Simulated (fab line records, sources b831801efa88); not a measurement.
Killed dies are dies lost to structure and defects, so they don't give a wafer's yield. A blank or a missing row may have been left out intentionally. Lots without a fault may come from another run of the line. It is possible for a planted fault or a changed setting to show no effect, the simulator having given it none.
Which tool did it? / flow gf180mcu / Sampling: 11 lots, 33 wafers, 3 of 602 route steps

WHAT THE GAUGES READ, wafer by wafer
GF_PSD_RS_MEAS_15: measurement is done with a four-point probe.
lot=L302; measured=day 14 10:56; on=filmMetro-04; PSD_RS (ohm/sq)=108.5 108.5 108.5
lot=L303; measured=day 14 23:55; on=filmMetro-03; PSD_RS (ohm/sq)=108.7 109.0 109.1
lot=L305; measured=day 15 23:07; on=filmMetro-02; PSD_RS (ohm/sq)=108.3 108.4 108.5
lot=L312; measured=day 17 19:42; on=filmMetro-04; PSD_RS (ohm/sq)=123.5 123.3 123.5
lot=L313; measured=day 18 05:43; on=filmMetro-03; PSD_RS (ohm/sq)=109.5 109.1 109.3
lot=L314; measured=day 18 17:36; on=filmMetro-03; PSD_RS (ohm/sq)=123.8 124.2 123.9
lot=L315; measured=day 18 19:53; on=filmMetro-03; PSD_RS (ohm/sq)=122.9 123.4 123.2
lot=L318; measured=day 20 03:09; on=filmMetro-02; PSD_RS (ohm/sq)=108.4 108.3 108.5
lot=L321; measured=day 21 00:18; on=filmMetro-04; PSD_RS (ohm/sq)=108.3 108.5 108.4
lot=L323; measured=day 21 09:11; on=filmMetro-04; PSD_RS (ohm/sq)=108.3 108.3 108.4
lot=L325; measured=day 21 18:11; on=filmMetro-04; PSD_RS (ohm/sq)=108.3 108.4 108.7

EACH LOT AND THE TOOL THAT RAN IT (in order: tool; ch and the chambers of the sampled wafers; start)
lot=L302; GF_PSD_IMPLANT_09=implanter-02 ch 0, day 14 10:23; GF_PSD_STRIP_10=plasmaAsher-04 ch 0,1, day 14 10:31
lot=L303; GF_PSD_IMPLANT_09=implanter-01 ch 0, day 14 23:22; GF_PSD_STRIP_10=plasmaAsher-02 ch 0,1, day 14 23:31
lot=L305; GF_PSD_IMPLANT_09=implanter-03 ch 0, day 15 22:32; GF_PSD_STRIP_10=plasmaAsher-04 ch 0,1, day 15 22:41
lot=L312; GF_PSD_IMPLANT_09=implanter-02 ch 0, day 17 19:05; GF_PSD_STRIP_10=plasmaAsher-03 ch 0,1, day 17 19:14
lot=L313; GF_PSD_IMPLANT_09=implanter-01 ch 0, day 18 05:10; GF_PSD_STRIP_10=plasmaAsher-02 ch 0, day 18 05:17
lot=L314; GF_PSD_IMPLANT_09=implanter-02 ch 0, day 18 17:02; GF_PSD_STRIP_10=plasmaAsher-04 ch 0,1, day 18 17:11
lot=L315; GF_PSD_IMPLANT_09=implanter-02 ch 0, day 18 19:20; GF_PSD_STRIP_10=plasmaAsher-02 ch 0,1, day 18 19:26
lot=L318; GF_PSD_IMPLANT_09=implanter-01 ch 0, day 20 02:31; GF_PSD_STRIP_10=plasmaAsher-04 ch 0,1, day 20 02:37
lot=L321; GF_PSD_IMPLANT_09=implanter-03 ch 0, day 20 23:43; GF_PSD_STRIP_10=plasmaAsher-04 ch 0,1, day 20 23:49
lot=L323; GF_PSD_IMPLANT_09=implanter-03 ch 0, day 21 08:38; GF_PSD_STRIP_10=plasmaAsher-04 ch 0,1, day 21 08:46
lot=L325; GF_PSD_IMPLANT_09=implanter-02 ch 0, day 21 17:38; GF_PSD_STRIP_10=plasmaAsher-03 ch 0,1, day 21 17:44
- GF_PSD_IMPLANT_09
- GF_PSD_STRIP_10: strips in O2/N2.

THE ANSWER, worked out from the rows above alone
Rule: what is usual is taken from the lots themselves. Put in order of their means at a reading, lots are off if they are a third of the lots or fewer, leave a main group of 4 or more, and stand apart from it by a gap of 3 or more times the standard deviation of the main group's means; of several such gaps the widest counts. The tables above print the reading to a certain number of digits; a main group whose means all agree to those digits is not used. Also off: a lot with no number at a reading for which 4 or more lots have one. Where the step has rows for the other lots, those lots are counted as sound.
Off: at GF_PSD_RS_MEAS_15 (PSD_RS), L312, L314, L315. The main group has a mean of 108.6 ohm/sq with a standard deviation of 0.32.
If a tool, at a process step before that reading, ran all the lots that are off and no sound lot after the first of them, it fits. The gauges at GF_PSD_RS_MEAS_15 are tried like those tools. None of those tried fits.

WHAT THE SIMULATOR HAD PUT IN
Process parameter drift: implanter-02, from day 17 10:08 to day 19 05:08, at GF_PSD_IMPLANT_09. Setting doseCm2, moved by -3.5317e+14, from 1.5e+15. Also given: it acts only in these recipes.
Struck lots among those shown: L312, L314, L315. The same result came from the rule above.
